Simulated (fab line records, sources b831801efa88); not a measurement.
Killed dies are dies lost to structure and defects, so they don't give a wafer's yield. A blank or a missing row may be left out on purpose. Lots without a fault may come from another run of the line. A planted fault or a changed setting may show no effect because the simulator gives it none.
fab line records | flow sky130
record lots=5 wafers=15 last_day=47
route steps=708 shown POLY_GATE@232 LDD_N@237 LDD_P@255 LDD_HVN@267
lots that met no fault: from a run of the same line without faults
start_h: hours from the record's first day to the start of the lot's first wafer shown | wait_h: hours since the lot's step before | " the same as in the row above | L1.1+2: a row that stands for several wafers | - no value, or no start given | * or withheld: withheld | < > ~ a bound
route shown NAME@n: a module of which the file shows steps, and the number in the route of the first | usual: mean/standard deviation of fault-free wafers | same: alike in all rows | chamber/n: place in a boat | sites: the reading at each site | _std_site: their standard deviation | _edge_site: outer sites' mean less inner sites' | radius_mm: how far each site lies from the wafer's centre | mask NAME#n: copy n | behind: the tool/chamber that last shaped the wafer | hold: why the lot was held/for how many hours/how that ended | device: the transistor (n, p or np) that didn't switch | end of line: the same wafers' tests at the end of the route | a step without rows: its recipe alone | killed: dies lost to structure and defects at the first sort, not the wafer's yield | map: a wafer's dies, x killed, . not, _ none there
set.NAME: the setting as run; set.NAME@STEP: as run at that earlier step | model.NAME: the simulator's own value behind a step, which no gauge read
lots at some steps of the route; a table a step, a row a wafer
services: from which hour (start_h, from the record's first day; less than 0 if before it) a tool's chamber was out of use, for how many hours, and why
## steps
# step SKY_POLY_GATE_STRIP_18
# recipe chemistry=O2/N2 power_w=1400 pressure_mtorr=1500 platen_temp_c=withheld o2_flow_sccm=3000 n2_flow_sccm=300 overash_fraction=0.5
# usual drypump_motor_current_A=5.9/0.5 o2_flow_sccm=3000/8.5 oes_product_au=0.360/0.0042 strip_time_to_endpoint_s=3.146/0.026
# columns lot.wafer tool chamber start_h wait_h drypump_motor_current_A o2_flow_sccm oes_product_au rf_hours_counter_h strip_time_to_endpoint_s
L074.1 plasma_asher-01 1 379.61 0.0 6.5 3000 0.354 27 3.181
L074.2 " 0 " " 5.5 2993 0.369 27 3.184
L074.3 " 0 " " 5.5 2997 0.360 - 3.154
L075.1 plasma_asher-02 0 380.56 0.0 5.4 2994 0.358 68 3.144
L075.2 " 1 " " 6.4 2994 0.362 68 3.155
L075.3 " 0 " " 5.4 3001 0.353 - 3.122
L079.1 plasma_asher-01 1 412.21 0.0 6.4 3005 0.365 30 3.195
L079.4 " 1 " " 6.4 2996 0.359 - 3.198
L079.5 " 0 " " 5.5 3000 0.361 - 3.196
L083.1 plasma_asher-02 0 447.97 0.0 5.4 2983 0.365 75 3.149
L083.4 " 1 " " 6.4 3014 0.355 - 3.125
L083.5 " 1 " " 6.5 3008 0.355 - 3.102
L085.3 plasma_asher-02 0 460.94 0.1 5.4 2998 0.354 - 3.119
L085.4 " 1 " " 6.4 2999 0.352 - 3.125
L085.5 " 1 " " 6.4 3001 0.357 - 3.125
# step SKY_POLY_GATE_CLEAN_19
# recipe chemistry=SC1/SC2 mix=1:4:20 temp_c=70 time_s=150 dry=n2_spin
# columns lot.wafer tool chamber start_h wait_h
L074.1+2+3 wet_bench-02 1 379.71 0.1
L075.1+2+3 wet_bench-02 1 380.66 0.1
L079.1+4+5 wet_bench-03 0 412.31 0.1
L083.1+4+5 wet_bench-01 0 448.07 0.1
L085.3+4+5 wet_bench-02 1 461.01 0.0
# step SKY_POLY_GATE_OXIDATION_20
# recipe temp_c=850 ambient=O2 stabilise_s=600 purge_s=300 target_thk_a=40 ox_time_s=899
# usual ox_temp_c=849.9/0.38 zone_power_upper_pct=19.1/1.4
# columns lot.wafer tool chamber start_h wait_h ox_temp_c zone_power_upper_pct
L074.1 furnace-01 0 379.77 0.0 850.0 18.0
L074.2 " 0 " " 849.4 18.1
L074.3 " 0 " " 850.3 17.9
L075.1 furnace-01 0 381.02 0.3 850.2 17.9
L075.2 " 0 " " 849.5 17.9
L075.3 " 0 " " 849.7 17.6
L079.1 furnace-02 0 412.66 0.3 850.2 20.7
L079.4 " 0 " " 850.2 21.0
L079.5 " 0 " " 849.1 20.9
L083.1 furnace-01 0 448.40 0.3 849.6 18.3
L083.4 " 0 " " 849.0 17.9
L083.5 " 0 " " 849.7 17.8
L085.3 furnace-02 0 462.48 1.4 850.3 20.7
L085.4 " 0 " " 849.6 21.0
L085.5 " 0 " " 850.5 20.9
# step SKY_POLY_GATE_THK_MEAS_21
# recipe reads=SiO2_of_POLY_GATE_OXIDATION_20
# usual POLY_GATE_OXIDATION_THK=4.01/0.071
# columns lot.wafer tool chamber start_h wait_h POLY_GATE_OXIDATION_THK[nm]
L074.1 film_metro-01 - 381.02 0.0 4.03
L074.2 " - " " 4.00
L074.3 " - " " 4.06
L075.1 film_metro-04 - 382.27 0.0 3.93
L075.2 " - " " 3.94
L075.3 " - " " 3.90
L079.1 film_metro-04 - 413.91 0.0 4.07
L079.4 " - " " 3.99
L079.5 " - " " 3.92
L083.1 film_metro-01 - 449.65 0.0 3.94
L083.4 " - " " 3.98
L083.5 " - " " 3.89
L085.3 film_metro-01 - 463.75 0.0 3.96
L085.4 " - " " 4.00
L085.5 " - " " 4.00
# step SKY_POLY_GATE_CD_MEAS_22
# usual cd_nm=149.8/1.6
# columns lot.wafer tool chamber start_h wait_h cd_nm
L074.1 cd_sem-01 - 381.08 0.1 149.7
L074.2 " - " " 150.9
L074.3 " - " " 150.9
L075.1 cd_sem-02 - 382.33 0.1 148.9
L075.2 " - " " 148.5
L075.3 " - " " 150.6
L079.1 cd_sem-01 - 413.97 0.1 150.7
L079.4 " - " " 150.7
L079.5 " - " " 148.9
L083.1 cd_sem-01 - 449.71 0.1 148.7
L083.4 " - " " 147.6
L083.5 " - " " 147.9
L085.3 cd_sem-01 - 463.85 0.1 150.7
L085.4 " - " " 151.9
L085.5 " - " " 151.1
# step SKY_LDD_N_DEHYDRATE_00
# recipe temp_c=200 time_s=60
# columns lot.wafer tool chamber start_h wait_h
L074.1+2+3 litho_track-04 0 394.93 13.8
L075.1+2+3 litho_track-01 0 395.60 13.2
L079.1+4+5 litho_track-04 0 428.58 14.6
L083.1+4+5 litho_track-04 0 464.68 14.9
L085.3+4+5 litho_track-04 0 477.88 14.0
# step SKY_LDD_N_HMDS_01
# recipe prime_time_s=60 prime_temp_c=120
# columns lot.wafer tool chamber start_h wait_h
L074.1+2+3 litho_track-04 0 395.08 0.1
L075.1+2+3 litho_track-01 0 395.75 0.1
L079.1+4+5 litho_track-04 0 428.73 0.1
L083.1+4+5 litho_track-04 0 464.83 0.1
L085.3+4+5 litho_track-04 0 478.03 0.1
# step SKY_LDD_N_COAT_02
# recipe resist=NOVOLAK spin_rpm=3000 resist_thk_nm=300
# columns lot.wafer tool chamber start_h wait_h
L074.1+2+3 litho_track-04 0 395.23 0.1
L075.1+2+3 litho_track-01 0 395.90 0.1
L079.1+4+5 litho_track-04 0 428.88 0.1
L083.1+4+5 litho_track-04 0 464.98 0.1
L085.3+4+5 litho_track-04 0 478.18 0.1
# step SKY_LDD_N_SOFTBAKE_03
# recipe temp_c=90 time_s=60 resist=NOVOLAK
# columns lot.wafer tool chamber start_h wait_h
L074.1+2+3 litho_track-04 0 395.38 0.1
L075.1+2+3 litho_track-01 0 396.05 0.1
L079.1+4+5 litho_track-04 0 429.03 0.1
L083.1+4+5 litho_track-04 0 465.13 0.1
L085.3+4+5 litho_track-04 0 478.33 0.1
# step SKY_LDD_N_EXPOSE_04
# recipe mask_id=NTM target_cd_nm=840 na=0.6 source_shape=conventional sigma_outer=0.6 dose_mj=110
# usual focus_offset_nm=0.0/0.54 stage_vel_mm_s=500.03/0.25
# columns lot.wafer tool chamber start_h wait_h mask focus_offset_nm stage_vel_mm_s
L074.1 iline_stepper-01 0 - - NTM#0 1.3 500.76
L074.2 " 0 " " NTM#0 0.0 500.36
L074.3 " 0 " " NTM#0 0.0 500.27
L075.1 iline_stepper-01 0 - - NTM#0 -0.6 500.00
L075.2 " 0 " " NTM#0 -0.6 500.36
L075.3 " 0 " " NTM#0 0.0 500.81
L079.1 iline_stepper-02 0 - - NTM#0 0.2 499.77
L079.4 " 0 " " NTM#0 -0.2 499.65
L079.5 " 0 " " NTM#0 0.5 499.95
L083.1 iline_stepper-02 0 - - NTM#0 0.1 499.92
L083.4 " 0 " " NTM#0 0.2 499.97
L083.5 " 0 " " NTM#0 -0.6 499.92
L085.3 iline_stepper-02 0 - - NTM#0 -0.2 499.95
L085.4 " 0 " " NTM#0 0.0 500.00
L085.5 " 0 " " NTM#0 0.3 500.15
# step SKY_LDD_N_PEB_05
# recipe temp_c=withheld time_s=* resist=NOVOLAK
# columns lot.wafer tool chamber start_h wait_h
L074.1+2+3 litho_track-02 0 - -
L075.1+2+3 litho_track-04 0 - -
L079.1+4+5 litho_track-02 0 - -
L083.1+4+5 litho_track-01 0 - -
L085.3+4+5 litho_track-04 0 - -
# step SKY_LDD_N_DEVELOP_06
# recipe develop_time_s=60 dev_temp_c=23
# columns lot.wafer tool chamber start_h wait_h
L074.1+2+3 litho_track-02 0 410.17 0.1
L075.1+2+3 litho_track-04 0 410.68 0.1
L079.1+4+5 litho_track-02 0 444.77 0.1
L083.1+4+5 litho_track-01 0 479.85 0.1
L085.3+4+5 litho_track-04 0 492.58 0.1
# step SKY_LDD_N_OVL_MEAS_07
# usual LDD_N_OVL=-0.1/1.2
# columns lot.wafer tool chamber start_h wait_h LDD_N_OVL[nm]
L074.1 overlay-02 - 410.32 0.1 -1.6
L074.2 " - " " -2.4
L074.3 " - " " -1.0
L075.1 overlay-02 - 410.83 0.1 1.7
L075.2 " - " " 1.6
L075.3 " - " " 0.5
L079.1 overlay-01 - 444.92 0.1 0.6
L079.4 " - " " 0.2
L079.5 " - " " 1.8
L083.1 overlay-01 - 480.00 0.1 0.3
L083.4 " - " " 0.8
L083.5 " - " " -0.2
L085.3 overlay-02 - 492.69 0.1 0.0
L085.4 " - " " 1.2
L085.5 " - " " 1.7
# step SKY_LDD_N_IMPLANT_08
# recipe species=As energy_kev=20 dose_cm2=7.5e+13 tilt_deg=withheld rotation_deg=23
# usual faraday_current_uA=422/9.1 rotation_deg=23.000/0.02
# columns lot.wafer tool chamber start_h wait_h faraday_current_uA rotation_deg
L074.1 implanter-01 0 410.35 0.0 420 23.000
L074.2 " 0 " " 427 23.008
L074.3 " 0 " " 430 22.989
L075.1 implanter-03 0 410.86 0.0 424 23.021
L075.2 " 0 " " 407 23.002
L075.3 " 0 " " 420 23.034
L079.1 implanter-01 0 444.95 0.0 420 23.003
L079.4 " 0 " " 420 23.006
L079.5 " 0 " " 409 22.991
L083.1 implanter-01 0 480.04 0.0 422 22.981
L083.4 " 0 " " 405 22.960
L083.5 " 0 " " 417 22.955
L085.3 implanter-02 0 492.76 0.1 414 23.012
L085.4 " 0 " " 413 23.007
L085.5 " 0 " " 409 22.990
# step SKY_LDD_N_IMPLANT_09
# recipe species=As energy_kev=20 dose_cm2=7.5e+13 tilt_deg=withheld rotation_deg=113
# usual faraday_current_uA=423/8.5 rotation_deg=113.00/0.028
# columns lot.wafer tool chamber start_h wait_h faraday_current_uA rotation_deg
L074.1 implanter-01 0 410.50 0.1 434 113.00
L074.2 " 0 " " 436 112.98
L074.3 " 0 " " 427 112.95
L075.1 implanter-03 0 411.01 0.1 425 113.01
L075.2 " 0 " " 415 112.99
L075.3 " 0 " " 419 113.00
L079.1 implanter-01 0 445.10 0.1 430 113.00
L079.4 " 0 " " 438 113.03
L079.5 " 0 " " 408 112.95
L083.1 implanter-01 0 480.19 0.1 425 113.06
L083.4 " 0 " " 428 112.96
L083.5 " 0 " " 412 112.98
L085.3 implanter-02 0 492.91 0.1 411 112.97
L085.4 " 0 " " 440 112.98
L085.5 " 0 " " 420 113.02
# step SKY_LDD_N_IMPLANT_10
# recipe species=As energy_kev=20 dose_cm2=7.5e+13 tilt_deg=withheld rotation_deg=203
# usual faraday_current_uA=423/8.2 rotation_deg=203.00/0.043
# columns lot.wafer tool chamber start_h wait_h faraday_current_uA rotation_deg
L074.1 implanter-01 0 410.65 0.1 433 202.99
L074.2 " 0 " " 422 202.98
L074.3 " 0 " " 427 203.03
L075.1 implanter-03 0 411.16 0.1 429 202.99
L075.2 " 0 " " 424 202.98
L075.3 " 0 " " 442 202.96
L079.1 implanter-01 0 445.25 0.1 425 202.96
L079.4 " 0 " " 425 202.99
L079.5 " 0 " " 440 202.83
L083.1 implanter-01 0 480.34 0.1 424 202.99
L083.4 " 0 " " 429 202.94
L083.5 " 0 " " 411 202.96
L085.3 implanter-02 0 493.06 0.1 412 202.98
L085.4 " 0 " " 419 203.00
L085.5 " 0 " " 410 203.03
# step SKY_LDD_N_IMPLANT_11
# recipe species=As energy_kev=20.32 dose_cm2=7.5e+13 tilt_deg=withheld rotation_deg=293
# usual faraday_current_uA=423/8.9 rotation_deg=292.99/0.053
# columns lot.wafer tool chamber start_h wait_h faraday_current_uA rotation_deg
L074.1 implanter-01 0 410.80 0.1 418 292.91
L074.2 " 0 " " 419 292.90
L074.3 " 0 " " 429 293.03
L075.1 implanter-03 0 411.31 0.1 423 292.92
L075.2 " 0 " " 409 292.91
L075.3 " 0 " " 414 293.07
L079.1 implanter-01 0 445.40 0.1 439 292.97
L079.4 " 0 " " 409 293.07
L079.5 " 0 " " 420 292.89
L083.1 implanter-01 0 480.49 0.1 424 293.01
L083.4 " 0 " " 426 292.90
L083.5 " 0 " " 421 293.02
L085.3 implanter-02 0 493.21 0.1 425 293.01
L085.4 " 0 " " 411 292.98
L085.5 " 0 " " 433 293.00
# step SKY_LDD_N_IMPLANT_12
# recipe species=BF2 energy_kev=50 dose_cm2=5e+12 tilt_deg=30 rotation_deg=0
# usual faraday_current_uA=28.2/0.54 rotation_deg=0.002/0.021
# columns lot.wafer tool chamber start_h wait_h faraday_current_uA rotation_deg
L074.1 implanter-01 0 410.95 0.1 27.7 -0.001
L074.2 " 0 " " 28.0 0.014
L074.3 " 0 " " 27.5 -0.021
L075.1 implanter-03 0 411.46 0.1 28.3 -0.008
L075.2 " 0 " " 28.9 0.010
L075.3 " 0 " " 29.1 -0.009
L079.1 implanter-01 0 445.55 0.1 27.6 -0.006
L079.4 " 0 " " 29.0 0.004
L079.5 " 0 " " 28.2 0.020
L083.1 implanter-01 0 480.64 0.1 27.7 -0.017
L083.4 " 0 " " 28.6 -0.014
L083.5 " 0 " " 28.4 -0.027
L085.3 implanter-02 0 493.36 0.1 28.5 0.012
L085.4 " 0 " " 28.1 0.004
L085.5 " 0 " " 28.0 -0.007
# step SKY_LDD_N_IMPLANT_13
# recipe species=BF2 energy_kev=50 dose_cm2=5e+12 tilt_deg=30 rotation_deg=90
# usual faraday_current_uA=28.2/0.54 rotation_deg=90.001/0.029
# columns lot.wafer tool chamber start_h wait_h faraday_current_uA rotation_deg
L074.1 implanter-01 0 411.10 0.1 27.9 90.045
L074.2 " 0 " " 29.0 90.075
L074.3 " 0 " " 28.6 90.055
L075.1 implanter-03 0 411.61 0.1 29.8 90.016
L075.2 " 0 " " 28.2 89.998
L075.3 " 0 " " 28.5 90.015
L079.1 implanter-01 0 445.70 0.1 29.5 90.005
L079.4 " 0 " " 29.2 89.974
L079.5 " 0 " " 28.4 89.974
L083.1 implanter-01 0 480.79 0.1 27.9 90.028
L083.4 " 0 " " 27.4 89.976
L083.5 " 0 " " 28.5 90.013
L085.3 implanter-02 0 493.51 0.1 28.4 89.988
L085.4 " 0 " " 29.0 90.026
L085.5 " 0 " " 27.9 90.014
# step SKY_LDD_N_IMPLANT_14
# recipe species=BF2 energy_kev=50 dose_cm2=5e+12 tilt_deg=30 rotation_deg=180
# usual faraday_current_uA=28.2/0.58 rotation_deg=180.00/0.033
# columns lot.wafer tool chamber start_h wait_h faraday_current_uA rotation_deg
L074.1 implanter-01 0 411.25 0.1 28.0 180.08
L074.2 " 0 " " 27.2 179.96
L074.3 " 0 " " 28.2 179.96
L075.1 implanter-03 0 411.76 0.1 28.6 179.97
L075.2 " 0 " " 29.2 180.01
L075.3 " 0 " " 27.9 179.97
L079.1 implanter-01 0 445.85 0.1 28.6 179.99
L079.4 " 0 " " 28.7 179.98
L079.5 " 0 " " 28.3 180.03
L083.1 implanter-01 0 480.94 0.1 28.0 180.00
L083.4 " 0 " " 28.7 179.96
L083.5 " 0 " " 28.8 180.01
L085.3 implanter-02 0 493.66 0.1 28.3 179.95
L085.4 " 0 " " 28.2 179.95
L085.5 " 0 " " 27.5 180.01
# step SKY_LDD_N_IMPLANT_15
# recipe species=BF2 energy_kev=50 dose_cm2=5e+12 tilt_deg=30 rotation_deg=270
# usual faraday_current_uA=28.1/0.56 rotation_deg=270.00/0.054
# columns lot.wafer tool chamber start_h wait_h faraday_current_uA rotation_deg
L074.1 implanter-01 0 411.40 0.1 27.5 269.97
L074.2 " 0 " " 28.9 270.05
L074.3 " 0 " " 27.2 270.05
L075.1 implanter-03 0 411.91 0.1 28.9 269.92
L075.2 " 0 " " 28.7 269.99
L075.3 " 0 " " 28.1 270.02
L079.1 implanter-01 0 446.00 0.1 28.0 269.92
L079.4 " 0 " " 28.4 269.97
L079.5 " 0 " " 27.9 270.06
L083.1 implanter-01 0 481.09 0.1 28.6 270.07
L083.4 " 0 " " 28.6 269.99
L083.5 " 0 " " 27.6 270.01
L085.3 implanter-02 0 493.81 0.1 27.3 270.05
L085.4 " 0 " " 27.8 269.99
L085.5 " 0 " " 28.4 270.03
# step SKY_LDD_N_STRIP_16
# recipe chemistry=O2/N2 power_w=1400 pressure_mtorr=1500 platen_temp_c=withheld o2_flow_sccm=3000 n2_flow_sccm=300 overash_fraction=0.5
# usual drypump_motor_current_A=5.9/0.5 o2_flow_sccm=2998/9.3 oes_product_au=0.406/0.0043 strip_time_to_endpoint_s=4.309/0.012
# columns lot.wafer tool chamber start_h wait_h drypump_motor_current_A o2_flow_sccm oes_product_au rf_hours_counter_h strip_time_to_endpoint_s
L074.1 plasma_asher-01 1 411.55 0.1 6.4 3000 0.406 30 4.294
L074.2 " 0 " " 5.5 2995 0.398 30 4.299
L074.3 " 1 " " 6.4 3002 0.404 - 4.306
L075.1 plasma_asher-03 0 412.06 0.1 5.5 3005 0.410 51 4.338
L075.2 " 1 " " 6.5 3002 0.403 51 4.317
L075.3 " 0 " " 5.5 3002 0.408 - 4.313
L079.1 plasma_asher-04 0 446.15 0.1 6.2 3003 0.410 2 4.309
L079.4 " 1 " " 5.1 2997 0.412 - 4.314
L079.5 " 0 " " 6.1 2995 0.413 - 4.318
L083.1 plasma_asher-04 1 481.24 0.1 5.2 2980 0.398 6 4.324
L083.4 " 0 " " 6.1 2994 0.403 - 4.300
L083.5 " 1 " " 5.1 2989 0.413 - 4.306
L085.3 plasma_asher-01 1 493.95 0.1 6.4 3006 0.402 - 4.305
L085.4 " 0 " " 5.5 3000 0.408 - 4.309
L085.5 " 1 " " 6.4 3013 0.404 - 4.336
# step SKY_LDD_N_TW_MEAS_17
# usual LDD_N_TW=2570/18
# columns lot.wafer tool chamber start_h wait_h LDD_N_TW
L074.1 film_metro-01 - 411.65 0.1 2574
L074.2 " - " " 2570
L074.3 " - " " 2581
L075.1 film_metro-02 - 412.16 0.1 2575
L075.2 " - " " 2561
L075.3 " - " " 2569
L079.1 film_metro-03 - 446.25 0.1 2560
L079.4 " - " " 2567
L079.5 " - " " 2567
L083.1 film_metro-02 - 481.34 0.1 2535
L083.4 " - " " 2543
L083.5 " - " " 2548
L085.3 film_metro-03 - 494.03 0.1 2580
L085.4 " - " " 2577
L085.5 " - " " 2560
# step SKY_LDD_P_DEHYDRATE_00
# recipe temp_c=200 time_s=60
# columns lot.wafer tool chamber start_h wait_h
L074.1+2+3 litho_track-04 0 425.78 14.1
L075.1+2+3 litho_track-03 0 426.19 14.0
L079.1+4+5 litho_track-01 0 460.55 14.3
L083.1+4+5 litho_track-03 0 496.28 14.9
L085.3+4+5 litho_track-03 0 509.13 15.1
# step SKY_LDD_P_HMDS_01
# recipe prime_time_s=60 prime_temp_c=120
# columns lot.wafer tool chamber start_h wait_h
L074.1+2+3 litho_track-04 0 425.93 0.1
L075.1+2+3 litho_track-03 0 426.34 0.1
L079.1+4+5 litho_track-01 0 460.70 0.1
L083.1+4+5 litho_track-03 0 496.43 0.1
L085.3+4+5 litho_track-03 0 509.28 0.1
# step SKY_LDD_P_COAT_02
# recipe resist=NOVOLAK spin_rpm=3000 resist_thk_nm=1140
# columns lot.wafer tool chamber start_h wait_h
L074.1+2+3 litho_track-04 0 426.08 0.1
L075.1+2+3 litho_track-03 0 426.49 0.1
L079.1+4+5 litho_track-01 0 460.85 0.1
L083.1+4+5 litho_track-03 0 496.58 0.1
L085.3+4+5 litho_track-03 0 509.43 0.1
# step SKY_LDD_P_SOFTBAKE_03
# recipe temp_c=90 time_s=60 resist=NOVOLAK
# columns lot.wafer tool chamber start_h wait_h
L074.1+2+3 litho_track-04 0 426.23 0.1
L075.1+2+3 litho_track-03 0 426.64 0.1
L079.1+4+5 litho_track-01 0 461.00 0.1
L083.1+4+5 litho_track-03 0 496.73 0.1
L085.3+4+5 litho_track-03 0 509.58 0.1
# step SKY_LDD_P_EXPOSE_04
# recipe mask_id=PSDM na=0.6 source_shape=conventional sigma_outer=0.6 polarization=unpolarized target_cd_nm=380 dose_mj=138
# usual focus_offset_nm=0.0/0.62 stage_vel_mm_s=500.01/0.26
# columns lot.wafer tool chamber start_h wait_h mask focus_offset_nm stage_vel_mm_s
L074.1 iline_stepper-01 0 - - PSDM#0 0.4 500.13
L074.2 " 0 " " PSDM#0 0.1 500.42
L074.3 " 0 " " PSDM#0 0.9 500.06
L075.1 iline_stepper-02 0 - - PSDM#0 -0.7 499.78
L075.2 " 0 " " PSDM#0 -0.5 500.31
L075.3 " 0 " " PSDM#0 0.2 500.18
L079.1 iline_stepper-01 0 - - PSDM#0 -0.5 500.09
L079.4 " 0 " " PSDM#0 -0.5 500.60
L079.5 " 0 " " PSDM#0 -0.9 500.17
L083.1 iline_stepper-02 0 - - PSDM#0 0.0 500.31
L083.4 " 0 " " PSDM#0 -0.4 500.13
L083.5 " 0 " " PSDM#0 -1.0 500.13
L085.3 iline_stepper-02 0 - - PSDM#0 0.6 500.07
L085.4 " 0 " " PSDM#0 0.7 499.75
L085.5 " 0 " " PSDM#0 0.3 499.92
# step SKY_LDD_P_PEB_05
# recipe temp_c=withheld time_s=* resist=NOVOLAK
# columns lot.wafer tool chamber start_h wait_h
L074.1+2+3 litho_track-04 0 - -
L075.1+2+3 litho_track-01 0 - -
L079.1+4+5 litho_track-01 0 - -
L083.1+4+5 litho_track-01 0 - -
L085.3+4+5 litho_track-04 0 - -
# step SKY_LDD_P_DEVELOP_06
# recipe resist=NOVOLAK developer=TMAH develop_time_s=60 dev_temp_c=23
# columns lot.wafer tool chamber start_h wait_h
L074.1+2+3 litho_track-04 0 441.78 0.1
L075.1+2+3 litho_track-01 0 442.25 0.1
L079.1+4+5 litho_track-01 0 476.25 0.1
L083.1+4+5 litho_track-01 0 511.45 0.1
L085.3+4+5 litho_track-04 0 524.63 0.1
# step SKY_LDD_P_CD_MEAS_07
# recipe target_cd_nm=380
# usual cd_nm=380.0/2.2
# columns lot.wafer tool chamber start_h wait_h cd_nm
L074.1 cd_sem-01 - 441.93 0.1 382.4
L074.2 " - " " 381.7
L074.3 " - " " 381.7
L075.1 cd_sem-01 - 442.40 0.1 381.6
L075.2 " - " " 378.4
L075.3 " - " " 380.4
L079.1 cd_sem-01 - 478.61 2.3 383.7
L079.4 " - " " 384.7
L079.5 " - " " 379.8
L083.1 cd_sem-01 - 511.60 0.1 381.6
L083.4 " - " " 381.4
L083.5 " - " " 383.3
L085.3 cd_sem-02 - 524.77 0.1 379.7
L085.4 " - " " 378.4
L085.5 " - " " 381.4
# step SKY_LDD_P_OVL_MEAS_08
# usual LDD_P_OVL=-0.1/1.6
# columns lot.wafer tool chamber start_h wait_h LDD_P_OVL[nm]
L074.1 overlay-02 - 442.05 0.1 0.8
L074.2 " - " " -0.6
L074.3 " - " " 1.2
L075.1 overlay-01 - 442.52 0.1 -0.9
L075.2 " - " " -1.2
L075.3 " - " " -3.2
L079.1 overlay-02 - 478.73 0.1 -1.3
L079.4 " - " " -1.7
L079.5 " - " " -0.6
L083.1 overlay-01 - 511.72 0.1 1.1
L083.4 " - " " 0.7
L083.5 " - " " 1.0
L085.3 overlay-02 - 524.86 0.1 -4.6
L085.4 " - " " -4.0
L085.5 " - " " -3.5
# step SKY_LDD_P_IMPLANT_09
# recipe species=BF2 energy_kev=25 dose_cm2=1e+13 tilt_deg=withheld
# usual faraday_current_uA=56.2/1.1
# columns lot.wafer tool chamber start_h wait_h faraday_current_uA
L074.1 implanter-04 0 442.08 0.0 57.2
L074.2 " 0 " " 56.3
L074.3 " 0 " " 57.6
L075.1 implanter-02 0 442.56 0.0 56.0
L075.2 " 0 " " 53.2
L075.3 " 0 " " 56.8
L079.1 implanter-04 0 478.77 0.0 55.5
L079.4 " 0 " " 54.7
L079.5 " 0 " " 55.7
L083.1 implanter-04 0 511.76 0.0 54.7
L083.4 " 0 " " 56.4
L083.5 " 0 " " 56.1
L085.3 implanter-03 0 524.93 0.1 56.1
L085.4 " 0 " " 56.9
L085.5 " 0 " " 54.8
# step SKY_LDD_P_STRIP_10
# recipe chemistry=O2/N2 power_w=1400 pressure_mtorr=1500 platen_temp_c=withheld o2_flow_sccm=3000 n2_flow_sccm=300 overash_fraction=0.5
# usual drypump_motor_current_A=6.0/0.47 o2_flow_sccm=3000/8.6 oes_product_au=0.716/0.0048 strip_time_to_endpoint_s=14.18/0.039
# columns lot.wafer tool chamber start_h wait_h drypump_motor_current_A o2_flow_sccm oes_product_au rf_hours_counter_h strip_time_to_endpoint_s
L074.1 plasma_asher-01 0 442.23 0.1 5.5 3008 0.715 33 14.19
L074.2 " 1 " " 6.4 3003 0.715 33 14.21
L074.3 " 1 " " 6.4 2995 0.715 - 14.18
L075.1 plasma_asher-03 1 442.71 0.1 6.5 3003 0.722 54 14.23
L075.2 " 0 " " 5.5 2984 0.708 54 14.27
L075.3 " 0 " " 5.5 2994 0.713 - 14.21
L079.1 plasma_asher-02 1 478.92 0.1 6.5 2996 0.720 78 14.16
L079.4 " 0 " " 5.4 2986 0.724 - 14.05
L079.5 " 1 " " 6.4 3010 0.715 - 14.12
L083.1 plasma_asher-02 1 512.06 0.2 6.4 3009 0.709 82 14.15
L083.4 " 1 " " 6.5 2993 0.712 - 14.17
L083.5 " 1 " " 6.4 3011 0.714 - 14.19
L085.3 plasma_asher-01 1 525.07 0.1 6.4 2998 0.720 - 14.22
L085.4 " 0 " " 5.5 2993 0.719 - 14.19
L085.5 " 0 " " 5.5 2996 0.717 - 14.21
# step SKY_LDD_P_TW_MEAS_11
# usual LDD_P_TW=635/3.1
# columns lot.wafer tool chamber start_h wait_h LDD_P_TW
L074.1 film_metro-01 - 442.33 0.1 638
L074.2 " - " " 634
L074.3 " - " " 642
L075.1 film_metro-01 - 442.81 0.1 634
L075.2 " - " " 634
L075.3 " - " " 636
L079.1 film_metro-01 - 479.02 0.1 631
L079.4 " - " " 637
L079.5 " - " " 631
L083.1 film_metro-01 - 512.16 0.1 633
L083.4 " - " " 631
L083.5 " - " " 631
L085.3 film_metro-01 - 525.15 0.1 629
L085.4 " - " " 629
L085.5 " - " " 634
# step SKY_LDD_HVN_DEHYDRATE_00
# recipe temp_c=200 time_s=60
# columns lot.wafer tool chamber start_h wait_h
L074.1+2+3 litho_track-01 0 455.95 13.6
L075.1+2+3 litho_track-03 0 457.74 14.9
L079.1+4+5 litho_track-01 0 492.80 13.8
L083.1+4+5 litho_track-03 0 526.43 14.3
L085.3+4+5 litho_track-02 0 539.57 14.4
# step SKY_LDD_HVN_HMDS_01
# recipe prime_time_s=60 prime_temp_c=120
# columns lot.wafer tool chamber start_h wait_h
L074.1+2+3 litho_track-01 0 456.10 0.1
L075.1+2+3 litho_track-03 0 457.89 0.1
L079.1+4+5 litho_track-01 0 492.95 0.1
L083.1+4+5 litho_track-03 0 526.58 0.1
L085.3+4+5 litho_track-02 0 539.72 0.1
# step SKY_LDD_HVN_COAT_02
# recipe resist=NOVOLAK spin_rpm=3000 resist_thk_nm=300
# columns lot.wafer tool chamber start_h wait_h
L074.1+2+3 litho_track-01 0 456.25 0.1
L075.1+2+3 litho_track-03 0 458.04 0.1
L079.1+4+5 litho_track-01 0 493.10 0.1
L083.1+4+5 litho_track-03 0 526.73 0.1
L085.3+4+5 litho_track-02 0 539.87 0.1
# step SKY_LDD_HVN_SOFTBAKE_03
# recipe temp_c=90 time_s=60 resist=NOVOLAK
# columns lot.wafer tool chamber start_h wait_h
L074.1+2+3 litho_track-01 0 456.40 0.1
L075.1+2+3 litho_track-03 0 458.19 0.1
L079.1+4+5 litho_track-01 0 493.25 0.1
L083.1+4+5 litho_track-03 0 526.88 0.1
L085.3+4+5 litho_track-02 0 540.02 0.1
## services
# columns tool chamber start_h hours kind
furnace-02 - 368.92 3.6 pm
plasma_asher-02 - 370.82 0.4 repair
implanter-04 - 380.09 3.3 repair
plasma_asher-02 - 380.90 2.1 repair
iline_stepper-02 - 398.94 4.4 pm
implanter-02 - 407.28 2.4 repair
wet_bench-03 - 417.33 3.0 repair
iline_stepper-01 - 420.26 2.8 repair
plasma_asher-04 - 421.25 9.0 pm
iline_stepper-01 - 429.05 0.8 pm
wet_bench-02 - 432.63 5.4 repair
plasma_asher-03 - 444.06 14.6 pm
implanter-02 - 450.67 6.6 pm
implanter-02 - 458.69 12.0 repair
furnace-01 - 459.20 3.5 pm
plasma_asher-02 - 475.71 2.8 repair
plasma_asher-03 - 480.51 2.8 pm
iline_stepper-01 - 497.31 1.7 pm
plasma_asher-04 - 500.80 1.5 repair
implanter-01 - 513.39 2.7 repair
implanter-02 - 523.92 6.8 repair
plasma_asher-02 - 532.22 3.3 repair
iline_stepper-01 - 534.86 8.5 repair
furnace-02 - 536.92 3.1 pm
## key
fault none
